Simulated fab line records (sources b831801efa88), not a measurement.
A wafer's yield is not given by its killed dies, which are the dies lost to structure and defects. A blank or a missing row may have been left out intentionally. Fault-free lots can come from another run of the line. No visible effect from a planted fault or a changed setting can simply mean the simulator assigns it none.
Shared-tool check / flow sky130 / 36 wafers sampled across 12 lots

## WHY THIS WAS OPENED
At SKY_CONTACT_THK_MEAS_03 the reading CONTACT_HDPCVD_THK is flagged on 2 of 12 lots. No-fault wafers: 568 nm, standard deviation 5.5.
Rule: a lot gets a flag if all its wafers with a number sit over 4 standard deviations from that mean, or if no wafer of it has a number. The other lots count as sound.

lot=L348; measured=day 30 14:50; on=film-metro-01; CONTACT_HDPCVD_THK (nm), wafer by wafer=560 561 566; flag=
lot=L349; measured=day 30 18:27; on=film-metro-01; CONTACT_HDPCVD_THK (nm), wafer by wafer=563 564 560; flag=
lot=L352; measured=day 31 19:20; on=film-metro-01; CONTACT_HDPCVD_THK (nm), wafer by wafer=569 561 558; flag=
lot=L353; measured=day 32 11:49; on=film-metro-01; CONTACT_HDPCVD_THK (nm), wafer by wafer=564 572 563; flag=
lot=L355; measured=day 33 01:44; on=film-metro-04; CONTACT_HDPCVD_THK (nm), wafer by wafer=576 575 571; flag=
lot=L356; measured=day 33 09:51; on=film-metro-03; CONTACT_HDPCVD_THK (nm), wafer by wafer=564 565 568; flag=
lot=L359; measured=day 34 13:04; on=film-metro-03; CONTACT_HDPCVD_THK (nm), wafer by wafer=566 566 560; flag=
lot=L365; measured=day 36 02:54; on=film-metro-01; CONTACT_HDPCVD_THK (nm), wafer by wafer=677 686 676; flag=FLAGGED
lot=L366; measured=day 36 10:20; on=film-metro-04; CONTACT_HDPCVD_THK (nm), wafer by wafer=679 686 682; flag=FLAGGED
lot=L367; measured=day 36 16:49; on=film-metro-01; CONTACT_HDPCVD_THK (nm), wafer by wafer=578 570 568; flag=
lot=L368; measured=day 37 03:18; on=film-metro-01; CONTACT_HDPCVD_THK (nm), wafer by wafer=573 570 562; flag=
lot=L369; measured=day 37 06:11; on=film-metro-01; CONTACT_HDPCVD_THK (nm), wafer by wafer=568 566 563; flag=
The numbers of the flagged lots are 681 nm on average: +113 nm against the usual, or +21 standard deviations.

## WHICH TOOL EACH LOT WENT THROUGH
The record holds 3 process steps before the reading, out of a route of 708 steps. Read each cell as the tool, then ch plus the chambers that the sampled wafers visited, then the start.
lot=L348; flag=; SKY_LI_CONTACT_SPUTTER_20=pvd-sputter-04, day 29 08:35; SKY_LI_CONTACT_CVD_21=cvd-w-02 ch 1, day 29 08:39; SKY_CONTACT_HDPCVD_02=hdpcvd-01 ch 0,2, day 30 14:47
lot=L349; flag=; SKY_LI_CONTACT_SPUTTER_20=pvd-sputter-03, day 29 12:50; SKY_LI_CONTACT_CVD_21=cvd-w-01 ch 0,1, day 29 12:53; SKY_CONTACT_HDPCVD_02=hdpcvd-01 ch 0,1,2, day 30 18:23
lot=L352; flag=; SKY_LI_CONTACT_SPUTTER_20=pvd-sputter-04, day 30 14:31; SKY_LI_CONTACT_CVD_21=cvd-w-02 ch 0,1, day 30 14:35; SKY_CONTACT_HDPCVD_02=hdpcvd-01 ch 0,1, day 31 19:16
lot=L353; flag=; SKY_LI_CONTACT_SPUTTER_20=pvd-sputter-01, day 31 07:02; SKY_LI_CONTACT_CVD_21=cvd-w-01 ch 0,1, day 31 07:05; SKY_CONTACT_HDPCVD_02=hdpcvd-02 ch 0,1, day 32 11:45
lot=L355; flag=; SKY_LI_CONTACT_SPUTTER_20=pvd-sputter-03, day 31 20:39; SKY_LI_CONTACT_CVD_21=cvd-w-02 ch 0,1, day 31 20:45; SKY_CONTACT_HDPCVD_02=hdpcvd-02 ch 0,1,2, day 33 01:40
lot=L356; flag=; SKY_LI_CONTACT_SPUTTER_20=pvd-sputter-01, day 32 04:41; SKY_LI_CONTACT_CVD_21=cvd-w-02 ch 0,1, day 32 04:44; SKY_CONTACT_HDPCVD_02=hdpcvd-02 ch 0,2, day 33 09:47
lot=L359; flag=; SKY_LI_CONTACT_SPUTTER_20=pvd-sputter-04, day 33 08:53; SKY_LI_CONTACT_CVD_21=cvd-w-01 ch 0,1, day 33 08:56; SKY_CONTACT_HDPCVD_02=hdpcvd-01 ch 0,1,2, day 34 12:59
lot=L365; flag=FLAGGED; SKY_LI_CONTACT_SPUTTER_20=pvd-sputter-04, day 34 22:41; SKY_LI_CONTACT_CVD_21=cvd-w-01 ch 1, day 34 22:44; SKY_CONTACT_HDPCVD_02=hdpcvd-01 ch 0,1,2, day 36 02:50
lot=L366; flag=FLAGGED; SKY_LI_CONTACT_SPUTTER_20=pvd-sputter-04, day 35 05:57; SKY_LI_CONTACT_CVD_21=cvd-w-02 ch 0,1, day 35 06:03; SKY_CONTACT_HDPCVD_02=hdpcvd-01 ch 1,2, day 36 10:15
lot=L367; flag=; SKY_LI_CONTACT_SPUTTER_20=pvd-sputter-04, day 35 12:38; SKY_LI_CONTACT_CVD_21=cvd-w-02 ch 0,1, day 35 12:43; SKY_CONTACT_HDPCVD_02=hdpcvd-02 ch 0,1,2, day 36 16:44
lot=L368; flag=; SKY_LI_CONTACT_SPUTTER_20=pvd-sputter-01, day 35 23:12; SKY_LI_CONTACT_CVD_21=cvd-w-01 ch 0,1, day 35 23:16; SKY_CONTACT_HDPCVD_02=hdpcvd-02 ch 0,1, day 37 03:14
lot=L369; flag=; SKY_LI_CONTACT_SPUTTER_20=pvd-sputter-04, day 36 01:47; SKY_LI_CONTACT_CVD_21=cvd-w-02 ch 0, day 36 01:50; SKY_CONTACT_HDPCVD_02=hdpcvd-02 ch 1,2, day 37 06:07
What is done by these steps:
- SKY_LI_CONTACT_SPUTTER_20: material TiN, target thk 20 nm, time 80 s.
- SKY_LI_CONTACT_CVD_21: deposits W, target thk 400 nm, time 120.56 s.
- SKY_CONTACT_HDPCVD_02: deposits SiO2, target thk 565 nm, time 94.2 s.
- SKY_CONTACT_THK_MEAS_03

## FLAGGED OVER TOTAL, TOOL BY TOOL (the gauges that took the reading come last)
step=SKY_LI_CONTACT_SPUTTER_20; tool=pvd-sputter-01; lots run=3; flagged=0; share of the flagged lots=none; sound lots run after its first flagged lot=-
step=SKY_LI_CONTACT_SPUTTER_20; tool=pvd-sputter-03; lots run=2; flagged=0; share of the flagged lots=none; sound lots run after its first flagged lot=-
step=SKY_LI_CONTACT_SPUTTER_20; tool=pvd-sputter-04; lots run=7; flagged=2; share of the flagged lots=all; sound lots run after its first flagged lot=2 (L367,L369)
step=SKY_LI_CONTACT_CVD_21; tool=cvd-w-01; lots run=5; flagged=1; share of the flagged lots=some; sound lots run after its first flagged lot=1 (L368)
step=SKY_LI_CONTACT_CVD_21; tool=cvd-w-02; lots run=7; flagged=1; share of the flagged lots=some; sound lots run after its first flagged lot=2 (L367,L369)
step=SKY_CONTACT_HDPCVD_02; tool=hdpcvd-01; lots run=6; flagged=2; share of the flagged lots=all; sound lots run after its first flagged lot=0
step=SKY_CONTACT_HDPCVD_02; tool=hdpcvd-02; lots run=6; flagged=0; share of the flagged lots=none; sound lots run after its first flagged lot=-
step=SKY_CONTACT_THK_MEAS_03; tool=film-metro-01; lots run=8; flagged=1; share of the flagged lots=some; sound lots run after its first flagged lot=3 (L367,L368,L369)
step=SKY_CONTACT_THK_MEAS_03; tool=film-metro-03; lots run=2; flagged=0; share of the flagged lots=none; sound lots run after its first flagged lot=-
step=SKY_CONTACT_THK_MEAS_03; tool=film-metro-04; lots run=2; flagged=1; share of the flagged lots=some; sound lots run after its first flagged lot=0

## WHAT THE TABLE PERMITS
pvd-sputter-04 at SKY_LI_CONTACT_SPUTTER_20 and hdpcvd-01 at SKY_CONTACT_HDPCVD_02 are the 2 rows of the table that ran each flagged lot.
- pvd-sputter-04 at SKY_LI_CONTACT_SPUTTER_20 ran 7 lots, 2 of them flagged. Sound lots followed the first flagged one (L367, L369) on it, something a lasting fault affecting the whole tool could not allow.
- hdpcvd-01 at SKY_CONTACT_HDPCVD_02 ran 6 lots, 2 of them flagged. Its last sound lot is L359 (day 34 12:59), its first flagged lot L365 (day 36 02:50): a fault that began between those two fits. Its own readings lie more than 4 standard deviations out on every wafer of the flagged lots: sih4-flow-sccm.
Just one tool remains: hdpcvd-01 at SKY_CONTACT_HDPCVD_02.

## WHAT WAS PUT IN BY THE SIMULATOR
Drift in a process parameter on hdpcvd-01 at SKY_CONTACT_HDPCVD_02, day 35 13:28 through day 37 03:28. Setting sih4-flow-sccm shifted by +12 from 60. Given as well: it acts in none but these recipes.
Struck lots among those shown: L365, L366. The rule above reached the same finding.
